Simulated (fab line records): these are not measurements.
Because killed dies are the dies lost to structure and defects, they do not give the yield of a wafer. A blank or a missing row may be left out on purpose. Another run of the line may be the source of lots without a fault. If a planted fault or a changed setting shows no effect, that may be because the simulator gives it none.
Which tool was responsible? / flow gf180mcu / 42 wafers from 14 lots sampled at 4 of the route's 602 steps

== WHAT THE GAUGES SHOWED, per wafer ==
GF_M2_CD_MEAS_14 targets a cd of 280 nm.
lot=L523; measured=day 19 00:48; on=cdSem-02; cdNm (nm)=279.0 279.5 277.7
lot=L524; measured=day 19 22:31; on=cdSem-01; cdNm (nm)=278.0 278.7 278.1
lot=L526; measured=day 20 17:08; on=cdSem-02; cdNm (nm)=280.8 279.6 279.7
lot=L528; measured=day 21 09:08; on=cdSem-01; cdNm (nm)=280.8 280.9 281.9
lot=L527; measured=day 21 09:34; on=cdSem-02; cdNm (nm)=279.2 279.5 279.5
lot=L531; measured=day 23 07:07; on=cdSem-02; cdNm (nm)=- - -
lot=L533; measured=day 23 08:25; on=cdSem-02; cdNm (nm)=- - -
lot=L536; measured=day 24 16:35; on=cdSem-01; cdNm (nm)=280.9 281.7 281.7
lot=L540; measured=day 25 10:30; on=cdSem-02; cdNm (nm)=277.7 277.6 277.3
lot=L539; measured=day 25 12:21; on=cdSem-02; cdNm (nm)=277.1 278.8 277.3
lot=L541; measured=day 25 23:22; on=cdSem-02; cdNm (nm)=280.9 279.8 280.9
lot=L543; measured=day 26 18:41; on=cdSem-02; cdNm (nm)=279.9 281.4 279.9
lot=L544; measured=day 26 21:53; on=cdSem-02; cdNm (nm)=280.7 280.0 280.0
lot=L545; measured=day 27 07:26; on=cdSem-02; cdNm (nm)=280.5 280.4 278.9

== TOOL THAT RAN EACH LOT (tool first, then ch and the chambers of the sampled wafers, then the start) ==
lot=L523; GF_V1_ETCH_17=rieDiel-01 ch 0,1, day 18 00:13 or earlier; GF_V1_SPUTTER_21=pvdSputter-01, day 18 00:13; GF_M2_DEVELOP_13=lithoTrack-01 ch 0, day 19 00:39
lot=L524; GF_V1_ETCH_17=rieDiel-04 ch 0,2,3, day 18 21:25 or earlier; GF_V1_SPUTTER_21=pvdSputter-01, day 18 21:25; GF_M2_DEVELOP_13=lithoTrack-01 ch 0, day 19 22:22
lot=L526; GF_V1_ETCH_17=rieDiel-02 ch 0,2, day 19 16:46 or earlier; GF_V1_SPUTTER_21=pvdSputter-04, day 19 16:46; GF_M2_DEVELOP_13=lithoTrack-03 ch 0, day 20 16:59
lot=L528; GF_V1_ETCH_17=rieDiel-02 ch 1,2, day 20 08:24 or earlier; GF_V1_SPUTTER_21=pvdSputter-04, day 20 08:24; GF_M2_DEVELOP_13=lithoTrack-03 ch 0, day 21 08:59
lot=L527; GF_V1_ETCH_17=rieDiel-04 ch 0,3, day 20 08:31 or earlier; GF_V1_SPUTTER_21=pvdSputter-02, day 20 08:31; GF_M2_DEVELOP_13=lithoTrack-01 ch 0, day 21 09:25
lot=L531; GF_V1_ETCH_17=rieDiel-01 ch 0,2,3, day 22 06:52 or earlier; GF_V1_SPUTTER_21=pvdSputter-01, day 22 06:52; GF_M2_DEVELOP_13=lithoTrack-02, day 23 06:58
lot=L533; GF_V1_ETCH_17=rieDiel-01 ch 1,2,3, day 22 09:27 or earlier; GF_V1_SPUTTER_21=pvdSputter-01, day 22 09:27; GF_M2_DEVELOP_13=lithoTrack-02, day 23 08:16
lot=L536; GF_V1_ETCH_17=rieDiel-04 ch 0,2,3, day 23 17:04 or earlier; GF_V1_SPUTTER_21=pvdSputter-01, day 23 17:04; GF_M2_DEVELOP_13=lithoTrack-01 ch 0, day 24 16:27
lot=L540; GF_V1_ETCH_17=rieDiel-02 ch 2,3, day 24 12:11 or earlier; GF_V1_SPUTTER_21=pvdSputter-04, day 24 12:11; GF_M2_DEVELOP_13=lithoTrack-02 ch 0, day 25 10:21
lot=L539; GF_V1_ETCH_17=rieDiel-01 ch 0,1, day 24 14:06 or earlier; GF_V1_SPUTTER_21=pvdSputter-02, day 24 14:06; GF_M2_DEVELOP_13=lithoTrack-02 ch 0, day 25 12:12
lot=L541; GF_V1_ETCH_17=rieDiel-04 ch 0,3, day 25 00:44 or earlier; GF_V1_SPUTTER_21=pvdSputter-02, day 25 00:44; GF_M2_DEVELOP_13=lithoTrack-02 ch 0, day 25 23:13
lot=L543; GF_V1_ETCH_17=rieDiel-01 ch 0,1, day 25 21:10 or earlier; GF_V1_SPUTTER_21=pvdSputter-02, day 25 21:10; GF_M2_DEVELOP_13=lithoTrack-01 ch 0, day 26 18:30
lot=L544; GF_V1_ETCH_17=rieDiel-02 ch 0,2, day 26 00:28 or earlier; GF_V1_SPUTTER_21=pvdSputter-01, day 26 00:28; GF_M2_DEVELOP_13=lithoTrack-01 ch 0, day 26 21:45
lot=L545; GF_V1_ETCH_17=rieDiel-04 ch 1,2, day 26 10:34 or earlier; GF_V1_SPUTTER_21=pvdSputter-01, day 26 10:34; GF_M2_DEVELOP_13=lithoTrack-02 ch 0, day 27 07:18
- GF_V1_ETCH_17: etches SiO2 in C4F8/O2/Ar, stops on TiN, target depth 630 nm.
- GF_V1_SPUTTER_21: material Ti, target thk 15 nm, time 80.02 s.
- GF_M2_DEVELOP_13: develop time 60 s.

== AS READ BY THE TOOLS THEMSELVES (means over the sampled wafers that have a number; for cases with no such wafer, the mark the record gives instead) ==
GF_V1_ETCH_17.
lot=L523; tool=rieDiel-01; oesProductAu (a.u.)=0.857
lot=L524; tool=rieDiel-04; oesProductAu (a.u.)=0.858
lot=L526; tool=rieDiel-02; oesProductAu (a.u.)=0.853
lot=L528; tool=rieDiel-02; oesProductAu (a.u.)=0.853
lot=L527; tool=rieDiel-04; oesProductAu (a.u.)=0.859
lot=L531; tool=rieDiel-01; oesProductAu (a.u.)=0.859
lot=L533; tool=rieDiel-01; oesProductAu (a.u.)=0.859
lot=L536; tool=rieDiel-04; oesProductAu (a.u.)=0.857
lot=L540; tool=rieDiel-02; oesProductAu (a.u.)=0.855
lot=L539; tool=rieDiel-01; oesProductAu (a.u.)=0.857
lot=L541; tool=rieDiel-04; oesProductAu (a.u.)=0.854
lot=L543; tool=rieDiel-01; oesProductAu (a.u.)=0.852
lot=L544; tool=rieDiel-02; oesProductAu (a.u.)=0.858
lot=L545; tool=rieDiel-04; oesProductAu (a.u.)=0.854

GF_V1_SPUTTER_21.
lot=L523; tool=pvdSputter-01; chamberPressurePa (Pa)=4.996; throttleValvePct (%)=30.7
lot=L524; tool=pvdSputter-01; chamberPressurePa (Pa)=4.997; throttleValvePct (%)=30.6
lot=L526; tool=pvdSputter-04; chamberPressurePa (Pa)=5.004; throttleValvePct (%)=30.9
lot=L528; tool=pvdSputter-04; chamberPressurePa (Pa)=4.993; throttleValvePct (%)=30.7
lot=L527; tool=pvdSputter-02; chamberPressurePa (Pa)=4.996; throttleValvePct (%)=30.3
lot=L531; tool=pvdSputter-01; chamberPressurePa (Pa)=5.004; throttleValvePct (%)=31.5
lot=L533; tool=pvdSputter-01; chamberPressurePa (Pa)=5.003; throttleValvePct (%)=30.7
lot=L536; tool=pvdSputter-01; chamberPressurePa (Pa)=5.000; throttleValvePct (%)=30.8
lot=L540; tool=pvdSputter-04; chamberPressurePa (Pa)=5.010; throttleValvePct (%)=30.7
lot=L539; tool=pvdSputter-02; chamberPressurePa (Pa)=5.005; throttleValvePct (%)=29.6
lot=L541; tool=pvdSputter-02; chamberPressurePa (Pa)=5.002; throttleValvePct (%)=29.0
lot=L543; tool=pvdSputter-02; chamberPressurePa (Pa)=5.007; throttleValvePct (%)=28.6
lot=L544; tool=pvdSputter-01; chamberPressurePa (Pa)=4.998; throttleValvePct (%)=30.7
lot=L545; tool=pvdSputter-01; chamberPressurePa (Pa)=5.003; throttleValvePct (%)=30.1

GF_M2_DEVELOP_13.
lot=L523; tool=lithoTrack-01; chillPlateTempC (C)=23.08; resistLineTempC (C)=23.12
lot=L524; tool=lithoTrack-01; chillPlateTempC (C)=23.01; resistLineTempC (C)=22.92
lot=L526; tool=lithoTrack-03; chillPlateTempC (C)=22.96; resistLineTempC (C)=22.98
lot=L528; tool=lithoTrack-03; chillPlateTempC (C)=22.94; resistLineTempC (C)=22.88
lot=L527; tool=lithoTrack-01; chillPlateTempC (C)=22.96; resistLineTempC (C)=23.02
lot=L531; tool=lithoTrack-02; chillPlateTempC (C)=-; resistLineTempC (C)=-
lot=L533; tool=lithoTrack-02; chillPlateTempC (C)=-; resistLineTempC (C)=-
lot=L536; tool=lithoTrack-01; chillPlateTempC (C)=23.04; resistLineTempC (C)=23.00
lot=L540; tool=lithoTrack-02; chillPlateTempC (C)=23.07; resistLineTempC (C)=22.92
lot=L539; tool=lithoTrack-02; chillPlateTempC (C)=23.03; resistLineTempC (C)=22.76
lot=L541; tool=lithoTrack-02; chillPlateTempC (C)=22.93; resistLineTempC (C)=22.99
lot=L543; tool=lithoTrack-01; chillPlateTempC (C)=22.90; resistLineTempC (C)=22.83
lot=L544; tool=lithoTrack-01; chillPlateTempC (C)=23.11; resistLineTempC (C)=22.90
lot=L545; tool=lithoTrack-02; chillPlateTempC (C)=23.16; resistLineTempC (C)=23.07

== THE ANSWER, worked out from the rows above alone ==
Rule: what is usual is taken from the lots themselves. The widest of any qualifying gaps counts: lots, ordered by their means at a reading, are off when they make up no more than a third of the lots, leave a main group of 4 or more, and stand apart from it by 3 or more times the standard deviation of that group's means. The tables above print the reading to a certain number of digits; a main group whose means all agree to those digits is not used. Also off: a lot with no number at a reading for which 4 or more lots have one. The other lots that the step has rows for count as sound. Order of review: gauges by route order, followed by the tools' own readings, for which a lot's mean as printed above is used. The first step at which some lot is off is used, and at that step the reading that is off furthest; a lot without a number counts as furthest.
Off: L531, L533 (GF_M2_CD_MEAS_14, cdNm). Without a number there: L531, L533. Mean 279.6 nm and standard deviation 1.2 in the main group.
If a tool, at a process step before that reading, ran all the lots that are off and no sound lot after the first of them, it fits. The gauges at GF_M2_CD_MEAS_14 aren't tried: what is off there is off at GF_M2_DEVELOP_13 too, on other tools, and a gauge's error can't cause that. Because GF_V1_ETCH_17 lacks a start for some lots, the hours and order of its lots are taken from GF_V1_SPUTTER_21. None of those tried fits.

== WHAT THE SIMULATOR HAD PUT IN ==
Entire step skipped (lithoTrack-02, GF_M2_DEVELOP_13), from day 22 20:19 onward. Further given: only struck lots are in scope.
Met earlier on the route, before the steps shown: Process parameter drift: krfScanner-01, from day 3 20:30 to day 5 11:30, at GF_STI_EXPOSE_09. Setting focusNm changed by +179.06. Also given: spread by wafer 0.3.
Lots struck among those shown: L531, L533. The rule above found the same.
